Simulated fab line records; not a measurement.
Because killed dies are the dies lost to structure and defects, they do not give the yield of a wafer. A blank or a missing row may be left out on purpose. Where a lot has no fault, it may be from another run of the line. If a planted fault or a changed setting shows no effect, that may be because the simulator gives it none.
The tool behind it: which one? / flow sky130 / Sampling: 14 lots, 42 wafers, 2 of 708 route steps

== WHAT EACH GAUGE READ, for each wafer ==
Not one reading of a measure or inspect step in the record can be checked against a usual standard deviation.

== EACH LOT AND THE TOOL THAT RAN IT (in order: tool; ch and the chambers of the sampled wafers; start) ==
lot=L484; SKY_VIA1_SOFTBAKE_08=litho_track-01 ch 0, day 33 12:00; SKY_PAD_OPEN_PROBE_99=-
lot=L485; SKY_VIA1_SOFTBAKE_08=litho_track-01 ch 0, day 33 17:00; SKY_PAD_OPEN_PROBE_99=-
lot=L486; SKY_VIA1_SOFTBAKE_08=litho_track-04 ch 0, day 34 10:00; SKY_PAD_OPEN_PROBE_99=prober-02, day 46 12:49
lot=L487; SKY_VIA1_SOFTBAKE_08=litho_track-02 ch 0, day 34 11:00; SKY_PAD_OPEN_PROBE_99=-
lot=L488; SKY_VIA1_SOFTBAKE_08=litho_track-02 ch 0, day 35 03:00; SKY_PAD_OPEN_PROBE_99=-
lot=L490; SKY_VIA1_SOFTBAKE_08=litho_track-02 ch 0, day 35 11:00; SKY_PAD_OPEN_PROBE_99=prober-02, day 47 09:37
lot=L492; SKY_VIA1_SOFTBAKE_08=litho_track-04 ch 0, day 35 23:00; SKY_PAD_OPEN_PROBE_99=prober-02, day 47 17:49
lot=L493; SKY_VIA1_SOFTBAKE_08=litho_track-01 ch 0, day 36 08:00; SKY_PAD_OPEN_PROBE_99=prober-01, day 48 00:02
lot=L494; SKY_VIA1_SOFTBAKE_08=litho_track-01 ch 0, day 36 09:00; SKY_PAD_OPEN_PROBE_99=-
lot=L496; SKY_VIA1_SOFTBAKE_08=litho_track-04 ch 0, day 37 13:00; SKY_PAD_OPEN_PROBE_99=-
lot=L497; SKY_VIA1_SOFTBAKE_08=litho_track-04 ch 0, day 37 19:00; SKY_PAD_OPEN_PROBE_99=prober-01, day 49 01:44
lot=L503; SKY_VIA1_SOFTBAKE_08=litho_track-01 ch 0, day 39 10:00; SKY_PAD_OPEN_PROBE_99=prober-01, day 50 03:29
lot=L505; SKY_VIA1_SOFTBAKE_08=litho_track-04 ch 0, day 39 23:00; SKY_PAD_OPEN_PROBE_99=prober-01, day 50 13:54
lot=L506; SKY_VIA1_SOFTBAKE_08=litho_track-04 ch 0, day 40 02:00; SKY_PAD_OPEN_PROBE_99=prober-02, day 50 16:38
- SKY_VIA1_SOFTBAKE_08: time 90 s.
- SKY_PAD_OPEN_PROBE_99

== AS READ BY THE TOOLS THEMSELVES (means over the sampled wafers that have a number; for cases with no such wafer, the mark the record gives instead) ==
SKY_VIA1_SOFTBAKE_08.
lot=L484; tool=litho_track-01; exhaust_pa (Pa)=46.4; heater_power_total_W (W)=57.28; run_length_s (s)=119.11
lot=L485; tool=litho_track-01; exhaust_pa (Pa)=45.1; heater_power_total_W (W)=57.42; run_length_s (s)=119.17
lot=L486; tool=litho_track-04; exhaust_pa (Pa)=46.1; heater_power_total_W (W)=57.43; run_length_s (s)=119.45
lot=L487; tool=litho_track-02; exhaust_pa (Pa)=46.7; heater_power_total_W (W)=57.34; run_length_s (s)=119.33
lot=L488; tool=litho_track-02; exhaust_pa (Pa)=44.3; heater_power_total_W (W)=57.33; run_length_s (s)=119.38
lot=L490; tool=litho_track-02; exhaust_pa (Pa)=44.6; heater_power_total_W (W)=57.38; run_length_s (s)=119.17
lot=L492; tool=litho_track-04; exhaust_pa (Pa)=45.6; heater_power_total_W (W)=57.38; run_length_s (s)=119.46
lot=L493; tool=litho_track-01; exhaust_pa (Pa)=45.0; heater_power_total_W (W)=57.38; run_length_s (s)=119.06
lot=L494; tool=litho_track-01; exhaust_pa (Pa)=45.1; heater_power_total_W (W)=57.35; run_length_s (s)=119.03
lot=L496; tool=litho_track-04; exhaust_pa (Pa)=45.4; heater_power_total_W (W)=57.46; run_length_s (s)=119.63
lot=L497; tool=litho_track-04; exhaust_pa (Pa)=44.4; heater_power_total_W (W)=57.38; run_length_s (s)=119.47
lot=L503; tool=litho_track-01; exhaust_pa (Pa)=44.5; heater_power_total_W (W)=57.32; run_length_s (s)=119.03
lot=L505; tool=litho_track-04; exhaust_pa (Pa)=45.5; heater_power_total_W (W)=60.76; run_length_s (s)=108.01
lot=L506; tool=litho_track-04; exhaust_pa (Pa)=45.9; heater_power_total_W (W)=64.12; run_length_s (s)=96.39

SKY_PAD_OPEN_PROBE_99.
lot=L486; tool=prober-02; defect_limited_yield (%)=83.7; killed_at_M0_to_M3=42; killed_at_M4_up=4.0; killed_at_contacts=20; killed_at_front_end=14; killed_at_other=0.3; killed_dies=80; killed_open=36; killed_short=44; sort_bin_3_pad_short (%)=0.7; sort_bin_5_function (%)=8.9; sort_bin_6_memory (%)=6.6; sort_n_pass=412; sort_yield_pct (%)=83.7
lot=L490; tool=prober-02; defect_limited_yield (%)=81.0; killed_at_M0_to_M3=43; killed_at_M4_up=5.0; killed_at_contacts=28; killed_at_front_end=17; killed_at_other=0.0; killed_dies=93; killed_open=50; killed_short=43; sort_bin_3_pad_short (%)=0.6; sort_bin_5_function (%)=10.6; sort_bin_6_memory (%)=7.8; sort_n_pass=399; sort_yield_pct (%)=81.0
lot=L492; tool=prober-02; defect_limited_yield (%)=82.9; killed_at_M0_to_M3=40; killed_at_M4_up=3.0; killed_at_contacts=26; killed_at_front_end=14; killed_at_other=0.7; killed_dies=84; killed_open=51; killed_short=32; sort_bin_3_pad_short (%)=1.2; sort_bin_5_function (%)=9.6; sort_bin_6_memory (%)=6.3; sort_n_pass=408; sort_yield_pct (%)=82.9
lot=L493; tool=prober-01; defect_limited_yield (%)=83.6; killed_at_M0_to_M3=41; killed_at_M4_up=4.0; killed_at_contacts=22; killed_at_front_end=13; killed_at_other=0.0; killed_dies=80; killed_open=47; killed_short=34; sort_bin_3_pad_short (%)=1.3; sort_bin_5_function (%)=9.7; sort_bin_6_memory (%)=5.4; sort_n_pass=412; sort_yield_pct (%)=83.6
lot=L497; tool=prober-01; defect_limited_yield (%)=83.2; killed_at_M0_to_M3=35; killed_at_M4_up=5.0; killed_at_contacts=28; killed_at_front_end=14; killed_at_other=0.3; killed_dies=82; killed_open=47; killed_short=35; sort_bin_3_pad_short (%)=0.5; sort_bin_5_function (%)=9.3; sort_bin_6_memory (%)=6.9; sort_n_pass=410; sort_yield_pct (%)=83.2
lot=L503; tool=prober-01; defect_limited_yield (%)=82.7; killed_at_M0_to_M3=48; killed_at_M4_up=5.0; killed_at_contacts=19; killed_at_front_end=13; killed_at_other=0.0; killed_dies=85; killed_open=49; killed_short=36; sort_bin_3_pad_short (%)=1.2; sort_bin_5_function (%)=9.6; sort_bin_6_memory (%)=6.5; sort_n_pass=407; sort_yield_pct (%)=82.7
lot=L505; tool=prober-01; defect_limited_yield (%)=82.0; killed_at_M0_to_M3=45; killed_at_M4_up=2.7; killed_at_contacts=25; killed_at_front_end=15; killed_at_other=1.0; killed_dies=89; killed_open=46; killed_short=42; sort_bin_3_pad_short (%)=0.7; sort_bin_5_function (%)=10.1; sort_bin_6_memory (%)=7.2; sort_n_pass=403; sort_yield_pct (%)=82.0
lot=L506; tool=prober-02; defect_limited_yield (%)=82.5; killed_at_M0_to_M3=42; killed_at_M4_up=3.0; killed_at_contacts=26; killed_at_front_end=14; killed_at_other=1.0; killed_dies=86; killed_open=46; killed_short=39; sort_bin_3_pad_short (%)=0.8; sort_bin_5_function (%)=10.0; sort_bin_6_memory (%)=6.7; sort_n_pass=406; sort_yield_pct (%)=82.5

== THE ANSWER, worked out from the rows above alone ==
Rule: what is usual is taken from the lots themselves. Put in order of their means at a reading, lots are off if they are a third of the lots or fewer, leave a main group of 4 or more, and stand apart from it by a gap of 3 or more times the standard deviation of the main group's means; of several such gaps the widest counts. A main group is skipped when, at the precision printed for the reading in the tables above, its means are all equal. A lot without any number at a reading at which 4 lots or more have one is off too. Where the step has rows for the other lots, those lots are counted as sound. Order of review: gauges by route order, followed by the tools' own readings, for which a lot's mean as printed above is used. At the first step where some lot is off, the reading lying furthest off is the one used; lots without a number count as furthest.
Off at SKY_VIA1_SOFTBAKE_08 (heater_power_total_W): L505, L506. Mean 57.37 W and standard deviation 0.048 in the main group.
A tool fits if, at that step or a process step before it, it ran every lot that is off, and no sound lot after the first of them. One candidate fits, namely litho_track-04 at SKY_VIA1_SOFTBAKE_08. A fault onset in the window from L497 (day 37 19:00, its last sound lot) to L505 (day 39 23:00, its first lot off) fits.
The tool's own readings at SKY_VIA1_SOFTBAKE_08 bear it out: on the lots that are off they differ by more than 5 times the standard deviation of the sound lots' means. heater_power_total_W reads 62.44 W there against 57.37 W on the sound lots; run_length_s reads 102.20 s there against 119.27 s on the sound lots.

== WHAT HAD BEEN PUT IN BY THE SIMULATOR ==
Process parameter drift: litho_track-04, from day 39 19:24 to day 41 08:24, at SKY_VIA1_SOFTBAKE_08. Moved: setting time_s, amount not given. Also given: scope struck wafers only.
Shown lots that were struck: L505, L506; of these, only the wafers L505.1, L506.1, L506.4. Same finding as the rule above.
